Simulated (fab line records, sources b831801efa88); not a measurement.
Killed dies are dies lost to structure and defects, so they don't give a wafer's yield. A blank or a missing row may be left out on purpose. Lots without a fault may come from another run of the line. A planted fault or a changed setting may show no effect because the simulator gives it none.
A struck lot beside a sound one | flow sky130 | 43 steps out of a route of 708
Sound: wafers L153.2, L153.5, L153.6. Struck: wafers L157.1, L157.5, L157.6. The cause comes at the end.
At each step with rows: each side's tool, then ch and its chambers, then its first start. Under that, the readings that differ: sound wafers | struck wafers | difference of the means | sigmas: that difference in standard deviations of wafers without a fault.
alike: readings whose means differ by less than 2 such deviations, and words and numbers that are the same on both sides. not compared: withheld readings, readings that some wafer has no value for, bounds like >300 that may hide the same value, and numbers for which the record gives no deviation and whose values overlap.
The two part at a step that has a row with sigmas, a row that says differs or no value, or rows on one side only. Numbers that don't overlap but have no deviation are shown without sigmas and don't part them. A reading that every wafer of one side lacks parts them only if that side has two wafers or more.

first, 1 step without rows for these wafers: SKY_SONOS_TUNNEL_DEVELOP_06 (develop time 60 s).
SKY_SONOS_TUNNEL_CD_MEAS_07: target cd 410 nm.
  sound on cd_sem-01, day 11 11:19; struck on cd_sem-02, day 12 08:33
  alike: cd_nm
SKY_SONOS_TUNNEL_OVL_MEAS_08:
  sound on overlay-01, day 11 11:26; struck on overlay-01, day 12 08:40
  alike: SONOS_TUNNEL_OVL
then, 3 steps without rows for these wafers: SKY_SONOS_TUNNEL_IMPLANT_09; SKY_SONOS_TUNNEL_WET_ETCH_10 (etches SiO2 in dHF, target depth 14 nm, time 280 s); SKY_SONOS_TUNNEL_STRIP_11 (strips in SPM, time 600 s).
SKY_SONOS_TUNNEL_TW_MEAS_12:
  sound on film_metro-04, day 11 11:53; struck on film_metro-04, day 12 09:07
  alike: SONOS_TUNNEL_TW
then, 2 steps without rows for these wafers: SKY_SONOS_TUNNEL_CLEAN_13 (cleans in dHF, time 20 s); SKY_SONOS_ONO_OXIDATION_00 (stabilise 600 s, purge 300 s, target thk 2.6 nm).
SKY_SONOS_ONO_THK_MEAS_01:
  sound on film_metro-02, day 11 13:59; struck on film_metro-03, day 12 10:32
  alike: SONOS_ONO_OXIDATION_THK
then, 1 step without rows for these wafers: SKY_SONOS_ONO_CVD_02 (deposits Si3N4 from DCS/NH3, target thk 10.5 nm, time 180 s).
SKY_SONOS_ONO_THK_MEAS_03:
  sound on film_metro-01, day 11 15:15; struck on film_metro-03, day 12 12:35
  alike: SONOS_ONO_CVD_02_THK
SKY_SONOS_ONO_CVD_04: deposits SiO2 from SiH4/N2O, target thk 5.7199 nm.
  sound on lpcvd-03 ch 0, day 11 15:18; struck on lpcvd-03 ch 1, day 12 12:39
  reading                  | sound          | struck         | difference | sigmas
  zone_power_lower_pct (%) | 16.9 16.5 16.2 | 20.3 19.9 20.1 | +3.6       | +2
  alike: spike_tc_top_C
SKY_SONOS_ONO_THK_MEAS_05:
  sound on film_metro-03, day 11 16:34; struck on film_metro-03, day 12 13:54
  alike: SONOS_ONO_CVD_04_THK
then, 7 steps without rows for these wafers: SKY_SONOS_ONO_DEHYDRATE_06 (time 60 s); SKY_SONOS_ONO_HMDS_07 (prime time 60 s); SKY_SONOS_ONO_COAT_08 (resist thk 1140 nm); SKY_SONOS_ONO_SOFTBAKE_09 (time 60 s); SKY_SONOS_ONO_EXPOSE_10 (exposes mask ONOM, target cd 410 nm); SKY_SONOS_ONO_PEB_11; SKY_SONOS_ONO_DEVELOP_12 (develop time 60 s).
SKY_SONOS_ONO_CD_MEAS_13: target cd 410 nm.
  sound on cd_sem-02, day 12 16:52; struck on cd_sem-02, day 13 14:33
  alike: cd_nm
SKY_SONOS_ONO_OVL_MEAS_14:
  sound on overlay-02, day 12 16:58; struck on overlay-02, day 13 14:40
  alike: SONOS_ONO_OVL
SKY_SONOS_ONO_ETCH_15: etches the open film in CHF3/O2, target depth 19.52 nm, time 7.8 s.
  sound on rie_diel-01 ch 0,1, day 12 17:00; struck on rie_diel-03 ch 0,1,2, day 13 14:42
  alike: bias_w, chamber_pressure_mTorr, drypump_motor_current_A, oes_product_au, throttle_valve_pct
  not compared: rf_hours_counter_h
then, 1 step without rows for these wafers: SKY_SONOS_ONO_WET_ETCH_16 (etches SiO2 in dHF, target depth 14 nm, time 280 s).
SKY_SONOS_ONO_STRIP_17: strips in O2/N2.
  sound on plasma_asher-04 ch 0,1, day 12 17:07; struck on plasma_asher-02 ch 0,1, day 13 14:49
  alike: chamber_pressure_mTorr, drypump_motor_current_A, o2_flow_sccm, oes_product_au, strip_time_to_endpoint_s
  not compared: rf_hours_counter_h
then, 3 steps without rows for these wafers: SKY_SONOS_ONO_WET_ETCH_18 (etches Si3N4 in H3PO4, target depth 15 nm, time 172 s); SKY_GATE_OXIDE_CLEAN_00 (cleans in SC1/SC2, time 150 s); SKY_GATE_OXIDE_OXIDATION_01 (stabilise 600 s, purge 300 s, target thk 10.268 nm).
SKY_GATE_OXIDE_THK_MEAS_02:
  sound on film_metro-04, day 12 18:45; struck on film_metro-04, day 13 16:26
  alike: GATE_OXIDE_OXIDATION_00_THK
then, 7 steps without rows for these wafers: SKY_GATE_OXIDE_DEHYDRATE_03 (time 60 s); SKY_GATE_OXIDE_HMDS_04 (prime time 60 s); SKY_GATE_OXIDE_COAT_05 (resist thk 1140 nm); SKY_GATE_OXIDE_SOFTBAKE_06 (time 60 s); SKY_GATE_OXIDE_EXPOSE_07 (exposes mask LVOM, target cd 600 nm); SKY_GATE_OXIDE_PEB_08; SKY_GATE_OXIDE_DEVELOP_09 (develop time 60 s).
SKY_GATE_OXIDE_OVL_MEAS_10:
  sound on overlay-02, day 13 19:57; struck on overlay-01, day 14 18:36
  alike: GATE_OXIDE_OVL
then, 2 steps without rows for these wafers: SKY_GATE_OXIDE_IMPLANT_11; SKY_GATE_OXIDE_WET_ETCH_12 (etches SiO2 in dHF, target depth 16.8 nm, time 329.8 s).
SKY_GATE_OXIDE_STRIP_13: strips in O2/N2.
  sound on plasma_asher-02 ch 0,1, day 13 20:14; struck on plasma_asher-02 ch 0,1, day 14 18:53
  alike: chamber_pressure_mTorr, drypump_motor_current_A, o2_flow_sccm, oes_product_au, strip_time_to_endpoint_s
  not compared: rf_hours_counter_h
SKY_GATE_OXIDE_TW_MEAS_14:
  sound on film_metro-03, day 13 20:21; struck on film_metro-04, day 14 18:59
  alike: GATE_OXIDE_TW
-- the record jumps here: 32 days lie between the struck wafers' starts before and after (it left off in module GATE_OXIDE and takes up again in module PAD_OPEN, whose first step shown is number 708 of the route) --
SKY_PAD_OPEN_PROBE_99:
  sound on prober-02, day 45 18:49; struck on prober-02, day 46 15:35
  reading             | sound    | struck      | difference | sigmas
  killed_at_front_end | 8 8 10   | 69 66 68    | +59        | +15
  killed_dies         | 83 73 76 | 126 145 127 | +55        | +6
  alike: killed_at_M0_to_M3, killed_at_M4_up, killed_at_contacts, killed_at_other, killed_on_rim, killed_open, killed_short

WHERE THEY PART
First at SKY_SONOS_ONO_CVD_04; last, within this record, at SKY_PAD_OPEN_PROBE_99.

WHY: what the simulator had put in
Chamber particle source: lpcvd-03, from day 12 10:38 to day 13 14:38, at SKY_SONOS_ONO_CVD_04. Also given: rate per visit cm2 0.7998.
